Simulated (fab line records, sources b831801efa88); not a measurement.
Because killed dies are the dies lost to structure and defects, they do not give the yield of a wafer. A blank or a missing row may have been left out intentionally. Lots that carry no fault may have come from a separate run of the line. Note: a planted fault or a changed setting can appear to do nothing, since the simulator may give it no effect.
fab line records / flow gf180mcu
record: lots: 7 wafers: 21 lastDay: 34
route steps=602 shown V3@455 M4@456
lots untouched by any fault: they come from a run of this same line in which no faults occurred
startH: hours from the record's opening day to when the first of the lot's shown wafers began / waitH: how many hours have passed since the lot's step before this one / " identical to the entry in the row above / L1.1+2: a row that stands for several wafers / - no value present, or no start provided / * or withheld: withheld / < > ~ a bound
route shown NAME@n: names a module that has steps shown in the file, with the first one's number in the route / usual: mean/standard deviation taken from wafers without a fault / same: alike in all rows / chamber/n: place in a boat / sites: readings site by site / _std_site: their standard deviation / _edge_site: inner sites' mean taken away from outer sites' mean / radiusMm: for every site, how far away it sits from the centre of the wafer / mask NAME#n: copy n / behind: the tool/chamber that last shaped the wafer / hold: cause of the lot's hold/its duration in hours/its outcome / device: whichever transistor did not switch (one of n, p or np) / end of line: tests run on the same wafers once the route is complete / for a step that has no rows: nothing shown but its recipe / killed: at the first sort, the dies lost to defects and structure; wafer yield is something else / map: the dies of a wafer, with x for killed, . for not killed, _ for no die there
set.NAME: the setting the step ran with; set.NAME@STEP: the setting that earlier step ran with / model.NAME: the simulator's own value behind a step, which no gauge read
a table for each step, a row for each wafer; lots at some steps of the route
services: a tool's chamber out of use, with start hour (startH, from the record's first day; less than 0 if before it), hours out, and reason
== steps ==
step: GF_V3_CMP_26
recipe: stopOn: SiO2 downForcePsi: 3.5 platenRpm: 60 tOverpolishS: 15 targetThkNm: 0 padVelocityMS: 0.94248
usual: motorCurrentA: 11.2/0.81 overpolishRunS: 15.001/0.0095 platenRpm: 60.00/0.041 timeToEndpointS: 83/4.4
lot.wafer=L909.2 tool=cmp-02 chamber=1 startH=530.01 waitH=0.0 motorCurrentA=13.7 overpolishRunS=15.004 platenRpm=59.98 timeToEndpointS=78
lot.wafer=L909.3 tool=cmp-02 chamber=3 startH=530.01 waitH=0.0 motorCurrentA=9.9 overpolishRunS=15.009 platenRpm=59.99 timeToEndpointS=82
lot.wafer=L909.5 tool=cmp-02 chamber=1 startH=530.01 waitH=0.0 motorCurrentA=13.0 overpolishRunS=15.028 platenRpm=59.99 timeToEndpointS=80
lot.wafer=L910.4 tool=cmp-01 chamber=1 startH=545.07 waitH=0.0 motorCurrentA=11.6 overpolishRunS=15.003 platenRpm=60.00 timeToEndpointS=76
lot.wafer=L910.3 tool=cmp-01 chamber=2 startH=545.07 waitH=0.0 motorCurrentA=10.3 overpolishRunS=15.002 platenRpm=60.03 timeToEndpointS=83
lot.wafer=L910.1 tool=cmp-01 chamber=0 startH=545.07 waitH=0.0 motorCurrentA=10.0 overpolishRunS=14.986 platenRpm=60.01 timeToEndpointS=85
lot.wafer=L920.2 tool=cmp-01 chamber=2 startH=642.80 waitH=0.0 motorCurrentA=10.9 overpolishRunS=14.993 platenRpm=60.05 timeToEndpointS=87
lot.wafer=L920.3 tool=cmp-01 chamber=1 startH=642.80 waitH=0.0 motorCurrentA=11.3 overpolishRunS=15.000 platenRpm=59.99 timeToEndpointS=81
lot.wafer=L920.5 tool=cmp-01 chamber=3 startH=642.80 waitH=0.0 motorCurrentA=11.0 overpolishRunS=14.995 platenRpm=60.01 timeToEndpointS=78
lot.wafer=L922.3 tool=cmp-01 chamber=0 startH=648.90 waitH=0.1 motorCurrentA=10.8 overpolishRunS=14.998 platenRpm=60.10 timeToEndpointS=86
lot.wafer=L922.1 tool=cmp-01 chamber=1 startH=648.90 waitH=0.1 motorCurrentA=11.6 overpolishRunS=15.009 platenRpm=60.08 timeToEndpointS=86
lot.wafer=L922.5 tool=cmp-01 chamber=0 startH=648.90 waitH=0.1 motorCurrentA=11.1 overpolishRunS=15.022 platenRpm=60.01 timeToEndpointS=88
lot.wafer=L923.4 tool=cmp-02 chamber=0 startH=655.00 waitH=0.0 motorCurrentA=11.6 overpolishRunS=15.001 platenRpm=60.02 timeToEndpointS=87
lot.wafer=L923.2 tool=cmp-02 chamber=1 startH=655.00 waitH=0.0 motorCurrentA=13.6 overpolishRunS=15.004 platenRpm=59.97 timeToEndpointS=74
lot.wafer=L923.3 tool=cmp-02 chamber=3 startH=655.00 waitH=0.0 motorCurrentA=10.1 overpolishRunS=14.999 platenRpm=60.01 timeToEndpointS=80
lot.wafer=L929.1 tool=cmp-01 chamber=2 startH=692.61 waitH=0.1 motorCurrentA=10.2 overpolishRunS=14.997 platenRpm=59.96 timeToEndpointS=86
lot.wafer=L929.2 tool=cmp-01 chamber=0 startH=692.61 waitH=0.1 motorCurrentA=10.8 overpolishRunS=14.989 platenRpm=60.03 timeToEndpointS=90
lot.wafer=L929.4 tool=cmp-01 chamber=1 startH=692.61 waitH=0.1 motorCurrentA=12.0 overpolishRunS=15.001 platenRpm=60.02 timeToEndpointS=81
lot.wafer=L930.3 tool=cmp-01 chamber=1 startH=695.54 waitH=0.0 motorCurrentA=11.9 overpolishRunS=15.000 platenRpm=59.93 timeToEndpointS=84
lot.wafer=L930.2 tool=cmp-01 chamber=2 startH=695.54 waitH=0.0 motorCurrentA=11.3 overpolishRunS=14.996 platenRpm=59.96 timeToEndpointS=87
lot.wafer=L930.5 tool=cmp-01 chamber=1 startH=695.54 waitH=0.0 motorCurrentA=11.7 overpolishRunS=14.974 platenRpm=60.00 timeToEndpointS=86
step: GF_M4_SPUTTER_00
recipe: material: Ti targetThkNm: 37.5 arrivingIonEnergyEv: 80 substrateTempC: 200 chamberPressurePa: 2 powerW: 4000 timeS: 150
step: GF_M4_SPUTTER_01
recipe: material: TiN targetThkNm: 30 powerW: 6500 timeS: 25 chamberPressurePa: 0.4
usual: throttleValvePct: 30.8/1
lot.wafer=L909.2 tool=pvdSputter-03 chamber=- startH=530.41 waitH=0.1 throttleValvePct=30.4
lot.wafer=L909.3 tool=pvdSputter-03 chamber=- startH=530.41 waitH=0.1 throttleValvePct=31.9
lot.wafer=L909.5 tool=pvdSputter-03 chamber=- startH=530.41 waitH=0.1 throttleValvePct=32.4
lot.wafer=L910.1 tool=pvdSputter-03 chamber=- startH=545.47 waitH=0.1 throttleValvePct=32.4
lot.wafer=L910.3 tool=pvdSputter-03 chamber=- startH=545.47 waitH=0.1 throttleValvePct=30.5
lot.wafer=L910.4 tool=pvdSputter-03 chamber=- startH=545.47 waitH=0.1 throttleValvePct=32.1
lot.wafer=L920.2 tool=pvdSputter-02 chamber=- startH=643.20 waitH=0.1 throttleValvePct=30.7
lot.wafer=L920.3 tool=pvdSputter-02 chamber=- startH=643.20 waitH=0.1 throttleValvePct=31.0
lot.wafer=L920.5 tool=pvdSputter-02 chamber=- startH=643.20 waitH=0.1 throttleValvePct=30.7
lot.wafer=L922.1 tool=pvdSputter-02 chamber=- startH=649.25 waitH=0.1 throttleValvePct=31.0
lot.wafer=L922.3 tool=pvdSputter-02 chamber=- startH=649.25 waitH=0.1 throttleValvePct=30.8
lot.wafer=L922.5 tool=pvdSputter-02 chamber=- startH=649.25 waitH=0.1 throttleValvePct=31.1
lot.wafer=L923.2 tool=pvdSputter-01 chamber=- startH=655.40 waitH=0.1 throttleValvePct=30.5
lot.wafer=L923.3 tool=pvdSputter-01 chamber=- startH=655.40 waitH=0.1 throttleValvePct=28.7
lot.wafer=L923.4 tool=pvdSputter-01 chamber=- startH=655.40 waitH=0.1 throttleValvePct=29.0
lot.wafer=L929.1 tool=pvdSputter-03 chamber=- startH=693.01 waitH=0.1 throttleValvePct=30.4
lot.wafer=L929.2 tool=pvdSputter-03 chamber=- startH=693.01 waitH=0.1 throttleValvePct=32.6
lot.wafer=L929.4 tool=pvdSputter-03 chamber=- startH=693.01 waitH=0.1 throttleValvePct=31.7
lot.wafer=L930.2 tool=pvdSputter-03 chamber=- startH=695.94 waitH=0.1 throttleValvePct=32.2
lot.wafer=L930.3 tool=pvdSputter-03 chamber=- startH=695.94 waitH=0.1 throttleValvePct=31.9
lot.wafer=L930.5 tool=pvdSputter-03 chamber=- startH=695.94 waitH=0.1 throttleValvePct=31.9
step: GF_M4_SPUTTER_02
recipe: material: AlCu targetThkNm: 450 powerW: 10600 timeS: 23.9 chamberPressurePa: 0.4
usual: throttleValvePct: 30.7/1
lot.wafer=L909.2 tool=pvdSputter-03 chamber=- startH=530.44 waitH=0.0 throttleValvePct=30.5
lot.wafer=L909.3 tool=pvdSputter-03 chamber=- startH=530.44 waitH=0.0 throttleValvePct=31.9
lot.wafer=L909.5 tool=pvdSputter-03 chamber=- startH=530.44 waitH=0.0 throttleValvePct=32.2
lot.wafer=L910.1 tool=pvdSputter-03 chamber=- startH=545.50 waitH=0.0 throttleValvePct=32.3
lot.wafer=L910.3 tool=pvdSputter-03 chamber=- startH=545.50 waitH=0.0 throttleValvePct=30.6
lot.wafer=L910.4 tool=pvdSputter-03 chamber=- startH=545.50 waitH=0.0 throttleValvePct=31.6
lot.wafer=L920.2 tool=pvdSputter-02 chamber=- startH=643.23 waitH=0.0 throttleValvePct=30.7
lot.wafer=L920.3 tool=pvdSputter-02 chamber=- startH=643.23 waitH=0.0 throttleValvePct=30.8
lot.wafer=L920.5 tool=pvdSputter-02 chamber=- startH=643.23 waitH=0.0 throttleValvePct=31.1
lot.wafer=L922.1 tool=pvdSputter-02 chamber=- startH=649.28 waitH=0.0 throttleValvePct=30.7
lot.wafer=L922.3 tool=pvdSputter-02 chamber=- startH=649.28 waitH=0.0 throttleValvePct=30.3
lot.wafer=L922.5 tool=pvdSputter-02 chamber=- startH=649.28 waitH=0.0 throttleValvePct=30.8
lot.wafer=L923.2 tool=pvdSputter-01 chamber=- startH=655.43 waitH=0.0 throttleValvePct=30.4
lot.wafer=L923.3 tool=pvdSputter-01 chamber=- startH=655.43 waitH=0.0 throttleValvePct=28.8
lot.wafer=L923.4 tool=pvdSputter-01 chamber=- startH=655.43 waitH=0.0 throttleValvePct=28.9
lot.wafer=L929.1 tool=pvdSputter-03 chamber=- startH=693.04 waitH=0.0 throttleValvePct=30.4
lot.wafer=L929.2 tool=pvdSputter-03 chamber=- startH=693.04 waitH=0.0 throttleValvePct=32.2
lot.wafer=L929.4 tool=pvdSputter-03 chamber=- startH=693.04 waitH=0.0 throttleValvePct=32.1
lot.wafer=L930.2 tool=pvdSputter-03 chamber=- startH=695.97 waitH=0.0 throttleValvePct=32.2
lot.wafer=L930.3 tool=pvdSputter-03 chamber=- startH=695.97 waitH=0.0 throttleValvePct=32.1
lot.wafer=L930.5 tool=pvdSputter-03 chamber=- startH=695.97 waitH=0.0 throttleValvePct=32.1
step: GF_M4_SPUTTER_03
recipe: material: Ti targetThkNm: 10 substrateTempC: 300 chamberPressurePa: 0.3 powerW: 3000 timeS: 6.7
usual: throttleValvePct: 30.8/0.98
lot.wafer=L909.2 tool=pvdSputter-03 chamber=- startH=530.47 waitH=0.0 throttleValvePct=30.6
lot.wafer=L909.3 tool=pvdSputter-03 chamber=- startH=530.47 waitH=0.0 throttleValvePct=31.9
lot.wafer=L909.5 tool=pvdSputter-03 chamber=- startH=530.47 waitH=0.0 throttleValvePct=32.3
lot.wafer=L910.1 tool=pvdSputter-03 chamber=- startH=545.53 waitH=0.0 throttleValvePct=32.2
lot.wafer=L910.3 tool=pvdSputter-03 chamber=- startH=545.53 waitH=0.0 throttleValvePct=30.3
lot.wafer=L910.4 tool=pvdSputter-03 chamber=- startH=545.53 waitH=0.0 throttleValvePct=31.4
lot.wafer=L920.2 tool=pvdSputter-02 chamber=- startH=643.26 waitH=0.0 throttleValvePct=30.7
lot.wafer=L920.3 tool=pvdSputter-02 chamber=- startH=643.26 waitH=0.0 throttleValvePct=31.1
lot.wafer=L920.5 tool=pvdSputter-02 chamber=- startH=643.26 waitH=0.0 throttleValvePct=30.7
lot.wafer=L922.1 tool=pvdSputter-02 chamber=- startH=649.31 waitH=0.0 throttleValvePct=31.1
lot.wafer=L922.3 tool=pvdSputter-02 chamber=- startH=649.31 waitH=0.0 throttleValvePct=30.4
lot.wafer=L922.5 tool=pvdSputter-02 chamber=- startH=649.31 waitH=0.0 throttleValvePct=31.1
lot.wafer=L923.2 tool=pvdSputter-01 chamber=- startH=655.46 waitH=0.0 throttleValvePct=30.3
lot.wafer=L923.3 tool=pvdSputter-01 chamber=- startH=655.46 waitH=0.0 throttleValvePct=29.1
lot.wafer=L923.4 tool=pvdSputter-01 chamber=- startH=655.46 waitH=0.0 throttleValvePct=29.0
lot.wafer=L929.1 tool=pvdSputter-03 chamber=- startH=693.07 waitH=0.0 throttleValvePct=30.7
lot.wafer=L929.2 tool=pvdSputter-03 chamber=- startH=693.07 waitH=0.0 throttleValvePct=32.3
lot.wafer=L929.4 tool=pvdSputter-03 chamber=- startH=693.07 waitH=0.0 throttleValvePct=32.1
lot.wafer=L930.2 tool=pvdSputter-03 chamber=- startH=696.00 waitH=0.0 throttleValvePct=32.4
lot.wafer=L930.3 tool=pvdSputter-03 chamber=- startH=696.00 waitH=0.0 throttleValvePct=31.9
lot.wafer=L930.5 tool=pvdSputter-03 chamber=- startH=696.00 waitH=0.0 throttleValvePct=31.7
step: GF_M4_SPUTTER_04
recipe: material: TiN targetThkNm: 50 powerW: 6500 timeS: 41.7 chamberPressurePa: 0.4
usual: throttleValvePct: 30.8/1
lot.wafer=L909.2 tool=pvdSputter-03 chamber=- startH=530.49 waitH=0.0 throttleValvePct=30.4
lot.wafer=L909.3 tool=pvdSputter-03 chamber=- startH=530.49 waitH=0.0 throttleValvePct=31.9
lot.wafer=L909.5 tool=pvdSputter-03 chamber=- startH=530.49 waitH=0.0 throttleValvePct=32.3
lot.wafer=L910.1 tool=pvdSputter-03 chamber=- startH=545.55 waitH=0.0 throttleValvePct=32.3
lot.wafer=L910.3 tool=pvdSputter-03 chamber=- startH=545.55 waitH=0.0 throttleValvePct=30.6
lot.wafer=L910.4 tool=pvdSputter-03 chamber=- startH=545.55 waitH=0.0 throttleValvePct=31.6
lot.wafer=L920.2 tool=pvdSputter-02 chamber=- startH=643.28 waitH=0.0 throttleValvePct=30.8
lot.wafer=L920.3 tool=pvdSputter-02 chamber=- startH=643.28 waitH=0.0 throttleValvePct=30.8
lot.wafer=L920.5 tool=pvdSputter-02 chamber=- startH=643.28 waitH=0.0 throttleValvePct=30.8
lot.wafer=L922.1 tool=pvdSputter-02 chamber=- startH=649.33 waitH=0.0 throttleValvePct=30.8
lot.wafer=L922.3 tool=pvdSputter-02 chamber=- startH=649.33 waitH=0.0 throttleValvePct=30.5
lot.wafer=L922.5 tool=pvdSputter-02 chamber=- startH=649.33 waitH=0.0 throttleValvePct=31.0
lot.wafer=L923.2 tool=pvdSputter-01 chamber=- startH=655.48 waitH=0.0 throttleValvePct=30.7
lot.wafer=L923.3 tool=pvdSputter-01 chamber=- startH=655.48 waitH=0.0 throttleValvePct=29.1
lot.wafer=L923.4 tool=pvdSputter-01 chamber=- startH=655.48 waitH=0.0 throttleValvePct=28.8
lot.wafer=L929.1 tool=pvdSputter-03 chamber=- startH=693.09 waitH=0.0 throttleValvePct=30.4
lot.wafer=L929.2 tool=pvdSputter-03 chamber=- startH=693.09 waitH=0.0 throttleValvePct=32.1
lot.wafer=L929.4 tool=pvdSputter-03 chamber=- startH=693.09 waitH=0.0 throttleValvePct=32.1
lot.wafer=L930.2 tool=pvdSputter-03 chamber=- startH=696.02 waitH=0.0 throttleValvePct=32.0
lot.wafer=L930.3 tool=pvdSputter-03 chamber=- startH=696.02 waitH=0.0 throttleValvePct=32.0
lot.wafer=L930.5 tool=pvdSputter-03 chamber=- startH=696.02 waitH=0.0 throttleValvePct=32.0
step: GF_M4_RS_MEAS_05
recipe: thkMeasGauge: four-point-probe reads: TiN_of_M4_SPUTTER_04+Ti_of_M4_SPUTTER_03+AlCu_of_M4_SPUTTER_02+TiN_of_M4_SPUTTER_01+Ti_of_M4_SPUTTER_00
usual: M4_ALCU_RS: 0.0695/0.0009
lot.wafer=L909.2 tool=filmMetro-03 chamber=- startH=530.55 waitH=0.0 M4_ALCU_RS[ohm/sq]=0.0693
lot.wafer=L909.3 tool=filmMetro-03 chamber=- startH=530.55 waitH=0.0 M4_ALCU_RS[ohm/sq]=0.0703
lot.wafer=L909.5 tool=filmMetro-03 chamber=- startH=530.55 waitH=0.0 M4_ALCU_RS[ohm/sq]=0.0694
lot.wafer=L910.1 tool=filmMetro-02 chamber=- startH=545.59 waitH=0.0 M4_ALCU_RS[ohm/sq]=0.0687
lot.wafer=L910.3 tool=filmMetro-02 chamber=- startH=545.59 waitH=0.0 M4_ALCU_RS[ohm/sq]=0.0688
lot.wafer=L910.4 tool=filmMetro-02 chamber=- startH=545.59 waitH=0.0 M4_ALCU_RS[ohm/sq]=0.0707
lot.wafer=L920.2 tool=filmMetro-04 chamber=- startH=643.34 waitH=0.0 M4_ALCU_RS[ohm/sq]=0.0692
lot.wafer=L920.3 tool=filmMetro-04 chamber=- startH=643.34 waitH=0.0 M4_ALCU_RS[ohm/sq]=0.0692
lot.wafer=L920.5 tool=filmMetro-04 chamber=- startH=643.34 waitH=0.0 M4_ALCU_RS[ohm/sq]=0.0705
lot.wafer=L922.1 tool=filmMetro-03 chamber=- startH=649.37 waitH=0.0 M4_ALCU_RS[ohm/sq]=0.0689
lot.wafer=L922.3 tool=filmMetro-03 chamber=- startH=649.37 waitH=0.0 M4_ALCU_RS[ohm/sq]=0.0697
lot.wafer=L922.5 tool=filmMetro-03 chamber=- startH=649.37 waitH=0.0 M4_ALCU_RS[ohm/sq]=0.0688
lot.wafer=L923.2 tool=filmMetro-04 chamber=- startH=655.54 waitH=0.0 M4_ALCU_RS[ohm/sq]=0.0687
lot.wafer=L923.3 tool=filmMetro-04 chamber=- startH=655.54 waitH=0.0 M4_ALCU_RS[ohm/sq]=0.0691
lot.wafer=L923.4 tool=filmMetro-04 chamber=- startH=655.54 waitH=0.0 M4_ALCU_RS[ohm/sq]=0.0679
lot.wafer=L929.1 tool=filmMetro-04 chamber=- startH=693.13 waitH=0.0 M4_ALCU_RS[ohm/sq]=0.0689
lot.wafer=L929.2 tool=filmMetro-04 chamber=- startH=693.13 waitH=0.0 M4_ALCU_RS[ohm/sq]=0.0680
lot.wafer=L929.4 tool=filmMetro-04 chamber=- startH=693.13 waitH=0.0 M4_ALCU_RS[ohm/sq]=0.0703
lot.wafer=L930.2 tool=filmMetro-04 chamber=- startH=696.08 waitH=0.0 M4_ALCU_RS[ohm/sq]=0.0688
lot.wafer=L930.3 tool=filmMetro-04 chamber=- startH=696.08 waitH=0.0 M4_ALCU_RS[ohm/sq]=0.0704
lot.wafer=L930.5 tool=filmMetro-04 chamber=- startH=696.08 waitH=0.0 M4_ALCU_RS[ohm/sq]=0.0707
step: GF_M4_THK_MEAS_06
recipe: thkMeasGauge: xrf reads: AlCu_of_M4_SPUTTER_02
usual: M4_ALCU_THK: 453/6.3
lot.wafer=L909.2 tool=filmMetro-03 chamber=- startH=530.66 waitH=0.1 M4_ALCU_THK[nm]=451
lot.wafer=L909.3 tool=filmMetro-03 chamber=- startH=530.66 waitH=0.1 M4_ALCU_THK[nm]=444
lot.wafer=L909.5 tool=filmMetro-03 chamber=- startH=530.66 waitH=0.1 M4_ALCU_THK[nm]=450
lot.wafer=L910.1 tool=filmMetro-02 chamber=- startH=545.71 waitH=0.1 M4_ALCU_THK[nm]=460
lot.wafer=L910.3 tool=filmMetro-02 chamber=- startH=545.71 waitH=0.1 M4_ALCU_THK[nm]=459
lot.wafer=L910.4 tool=filmMetro-02 chamber=- startH=545.71 waitH=0.1 M4_ALCU_THK[nm]=444
lot.wafer=L920.2 tool=filmMetro-04 chamber=- startH=643.45 waitH=0.1 M4_ALCU_THK[nm]=458
lot.wafer=L920.3 tool=filmMetro-04 chamber=- startH=643.45 waitH=0.1 M4_ALCU_THK[nm]=458
lot.wafer=L920.5 tool=filmMetro-04 chamber=- startH=643.45 waitH=0.1 M4_ALCU_THK[nm]=449
lot.wafer=L922.1 tool=filmMetro-03 chamber=- startH=649.49 waitH=0.1 M4_ALCU_THK[nm]=455
lot.wafer=L922.3 tool=filmMetro-03 chamber=- startH=649.49 waitH=0.1 M4_ALCU_THK[nm]=449
lot.wafer=L922.5 tool=filmMetro-03 chamber=- startH=649.49 waitH=0.1 M4_ALCU_THK[nm]=455
lot.wafer=L923.2 tool=filmMetro-04 chamber=- startH=655.65 waitH=0.1 M4_ALCU_THK[nm]=462
lot.wafer=L923.3 tool=filmMetro-04 chamber=- startH=655.65 waitH=0.1 M4_ALCU_THK[nm]=457
lot.wafer=L923.4 tool=filmMetro-04 chamber=- startH=655.65 waitH=0.1 M4_ALCU_THK[nm]=467
lot.wafer=L929.1 tool=filmMetro-04 chamber=- startH=693.25 waitH=0.1 M4_ALCU_THK[nm]=460
lot.wafer=L929.2 tool=filmMetro-04 chamber=- startH=693.25 waitH=0.1 M4_ALCU_THK[nm]=466
lot.wafer=L929.4 tool=filmMetro-04 chamber=- startH=693.25 waitH=0.1 M4_ALCU_THK[nm]=451
lot.wafer=L930.2 tool=filmMetro-04 chamber=- startH=696.19 waitH=0.1 M4_ALCU_THK[nm]=461
lot.wafer=L930.3 tool=filmMetro-04 chamber=- startH=696.19 waitH=0.1 M4_ALCU_THK[nm]=451
lot.wafer=L930.5 tool=filmMetro-04 chamber=- startH=696.19 waitH=0.1 M4_ALCU_THK[nm]=448
step: GF_M4_DEHYDRATE_07
recipe: tempC: 200 timeS: 60
step: GF_M4_HMDS_08
recipe: primeTimeS: 60 primeTempC: 120
step: GF_M4_COAT_09
recipe: resist: KrF spinRpm: withheld resistThkNm: 1000
step: GF_M4_SOFTBAKE_10
recipe: tempC: 130 timeS: 60 resist: KrF
step: GF_M4_EXPOSE_11
recipe: maskId: Metal4 targetCdNm: 280 na: 0.68 sourceShape: conventional sigmaOuter: 0.6 doseMj: 28
usual: exposureDoseMJCm2: 28.20/0.25 focusOffsetNm: 0.0/0.46
lot.wafer=L909.2 tool=krfScanner-01 chamber=0 startH=542.51 waitH=- mask=Metal4#0 exposureDoseMJCm2=28.42 focusOffsetNm=-0.5
lot.wafer=L909.3 tool=krfScanner-01 chamber=0 startH=542.51 waitH=- mask=Metal4#0 exposureDoseMJCm2=28.42 focusOffsetNm=0.4
lot.wafer=L909.5 tool=krfScanner-01 chamber=0 startH=542.51 waitH=- mask=Metal4#0 exposureDoseMJCm2=28.45 focusOffsetNm=0.2
lot.wafer=L910.1 tool=krfScanner-02 chamber=0 startH=556.80 waitH=- mask=Metal4#0 exposureDoseMJCm2=27.95 focusOffsetNm=-0.2
lot.wafer=L910.3 tool=krfScanner-02 chamber=0 startH=556.80 waitH=- mask=Metal4#0 exposureDoseMJCm2=27.98 focusOffsetNm=0.5
lot.wafer=L910.4 tool=krfScanner-02 chamber=0 startH=556.80 waitH=- mask=Metal4#0 exposureDoseMJCm2=27.98 focusOffsetNm=-0.5
lot.wafer=L920.2 tool=krfScanner-01 chamber=- startH=653.73 waitH=- mask=Metal4#0 exposureDoseMJCm2=- focusOffsetNm=-
lot.wafer=L920.3 tool=krfScanner-01 chamber=- startH=653.73 waitH=- mask=Metal4#0 exposureDoseMJCm2=- focusOffsetNm=-
lot.wafer=L920.5 tool=krfScanner-01 chamber=- startH=653.73 waitH=- mask=Metal4#0 exposureDoseMJCm2=- focusOffsetNm=-
lot.wafer=L922.1 tool=krfScanner-02 chamber=- startH=659.27 waitH=- mask=Metal4#0 exposureDoseMJCm2=- focusOffsetNm=-
lot.wafer=L922.3 tool=krfScanner-02 chamber=- startH=659.27 waitH=- mask=Metal4#0 exposureDoseMJCm2=- focusOffsetNm=-
lot.wafer=L922.5 tool=krfScanner-02 chamber=- startH=659.27 waitH=- mask=Metal4#0 exposureDoseMJCm2=- focusOffsetNm=-
lot.wafer=L923.2 tool=krfScanner-01 chamber=- startH=664.83 waitH=- mask=Metal4#0 exposureDoseMJCm2=- focusOffsetNm=-
lot.wafer=L923.3 tool=krfScanner-01 chamber=- startH=664.83 waitH=- mask=Metal4#0 exposureDoseMJCm2=- focusOffsetNm=-
lot.wafer=L923.4 tool=krfScanner-01 chamber=- startH=664.83 waitH=- mask=Metal4#0 exposureDoseMJCm2=- focusOffsetNm=-
lot.wafer=L929.1 tool=krfScanner-01 chamber=0 startH=702.26 waitH=- mask=Metal4#0 exposureDoseMJCm2=28.46 focusOffsetNm=0.0
lot.wafer=L929.2 tool=krfScanner-01 chamber=0 startH=702.26 waitH=- mask=Metal4#0 exposureDoseMJCm2=28.45 focusOffsetNm=0.0
lot.wafer=L929.4 tool=krfScanner-01 chamber=0 startH=702.26 waitH=- mask=Metal4#0 exposureDoseMJCm2=28.46 focusOffsetNm=-0.6
lot.wafer=L930.2 tool=krfScanner-02 chamber=0 startH=704.99 waitH=- mask=Metal4#0 exposureDoseMJCm2=27.89 focusOffsetNm=0.4
lot.wafer=L930.3 tool=krfScanner-02 chamber=0 startH=704.99 waitH=- mask=Metal4#0 exposureDoseMJCm2=27.94 focusOffsetNm=0.2
lot.wafer=L930.5 tool=krfScanner-02 chamber=0 startH=704.99 waitH=- mask=Metal4#0 exposureDoseMJCm2=27.94 focusOffsetNm=0.5
step: GF_M4_PEB_12
recipe: pebTempC: 135 pebTimeS: 90 resist: KrF
== services ==
tool=cmp-02 chamber=- startH=516.91 hours=0.6 kind=repair
tool=krfScanner-01 chamber=- startH=520.71 hours=4.4 kind=pm
tool=pvdSputter-01 chamber=- startH=525.14 hours=7.5 kind=repair
tool=krfScanner-01 chamber=- startH=525.72 hours=1.0 kind=pm
tool=krfScanner-01 chamber=- startH=531.27 hours=1.3 kind=pm
tool=krfScanner-02 chamber=- startH=541.14 hours=1.0 kind=pm
tool=cmp-01 chamber=- startH=551.87 hours=8.7 kind=pm
tool=pvdSputter-02 chamber=- startH=556.04 hours=0.9 kind=repair
tool=krfScanner-01 chamber=- startH=568.01 hours=0.8 kind=pm
tool=cmp-01 chamber=- startH=572.00 hours=4.0 kind=pm
tool=cmp-01 chamber=- startH=574.24 hours=2.2 kind=repair
tool=cmp-01 chamber=- startH=576.00 hours=- kind=consumableReplace:conditioner
tool=krfScanner-02 chamber=- startH=581.95 hours=4.4 kind=pm
tool=cmp-01 chamber=- startH=605.53 hours=1.4 kind=repair
tool=cmp-02 chamber=- startH=616.41 hours=1.1 kind=repair
tool=cmp-01 chamber=- startH=623.81 hours=1.3 kind=repair
tool=cmp-01 chamber=- startH=638.51 hours=0.9 kind=repair
tool=krfScanner-01 chamber=- startH=642.89 hours=3.6 kind=pm
tool=krfScanner-02 chamber=- startH=657.07 hours=1.3 kind=pm
tool=krfScanner-02 chamber=- startH=664.85 hours=0.8 kind=pm
tool=krfScanner-01 chamber=- startH=673.16 hours=0.6 kind=repair
tool=cmp-02 chamber=- startH=673.44 hours=11.1 kind=pm
tool=krfScanner-01 chamber=- startH=694.72 hours=1.0 kind=pm
tool=pvdSputter-03 chamber=- startH=700.07 hours=2.1 kind=repair
== key ==
firstSign: step: GF_M4_EXPOSE_11 reading: toolRecord direction: missing
effect none on later readings
metAt GF_M4_EXPOSE_11
struckWafers L920.2,L920.3,L920.5,L922.1,L922.3,L922.5,L923.2,L923.3,L923.4
laterRowsLeftOut L920.2,L920.3,L920.5,L922.1,L922.3,L922.5,L923.2,L923.3,L923.4
sortLeftOut L920.2,L920.3,L920.5,L922.1,L922.3,L922.5,L923.2,L923.3,L923.4
onsetBetween 556.80 653.73
fault: kind: skippedStepWhole tool: krfScanner-01,krfScanner-02 chamber: - onsetH: 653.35 steps: GF_M4_EXPOSE_11 scope: struckLotsOnly
sortLeftOut: the simulated sort isn't trusted on such a fault, so these wafers' sort isn't shown, and their yield isn't known
laterRowsLeftOut: the simulator's readings of these wafers behind a module that went badly wrong aren't trusted and aren't shown, but for the sort
